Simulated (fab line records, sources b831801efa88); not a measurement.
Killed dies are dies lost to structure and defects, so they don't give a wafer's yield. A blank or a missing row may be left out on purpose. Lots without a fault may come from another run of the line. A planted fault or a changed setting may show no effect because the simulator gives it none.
Chamber matching | flow gf180mcu | GF_M5_ETCH_09 on rie_diel-04: 4 sister chambers
The step etches Si3N4 in CF4/O2, target depth 52 nm, time 11.6 s. 4 wafers are shown with their chamber, then 7 later ones without.

WAFERS WITH THEIR CHAMBER
wafer  | chamber | drypump_motor_current_A (A)
L648.3 | 2       | 6.3
L649.5 | 0       | 5.1
L651.1 | 3       | 5.6
L651.2 | 1       | 6.3

WAFERS WITHOUT THEIR CHAMBER
wafer  | drypump_motor_current_A (A)
L651.3 | 5.2
L652.1 | 6.3
L652.2 | 6.3
L652.5 | 6.4
L653.2 | 6.4
L653.3 | 5.2
L653.5 | 5.2

WHICH CHAMBER EACH WENT THROUGH
wafer  | from the rows above     | in truth
L651.3 | 0                       | 0
L652.1 | can't be placed: 1 or 2 | 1
L652.2 | can't be placed: 1 or 2 | 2
L652.5 | can't be placed: 1 or 2 | 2
L653.2 | can't be placed: 1 or 2 | 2
L653.3 | 0                       | 0
L653.5 | 0                       | 0
Placed correctly: 3 of 7. Can't be placed from these rows: 4 (the true chamber is among the candidates in 4). Placed wrongly: 0.
How it was worked out, from the rows above alone: a wafer's distance from a chamber is the root of the sum, over the readings, of the square of ((its reading less the chamber's mean) divided by the reading's scatter). The wafer belongs to the nearest chamber; if the next one is less than 2 further off, it can't be placed. A chamber's mean is the mean of its shown wafers. The scatter: with one shown wafer a chamber, the root of the mean of the squares of how far each hidden wafer lies from its nearest shown one.
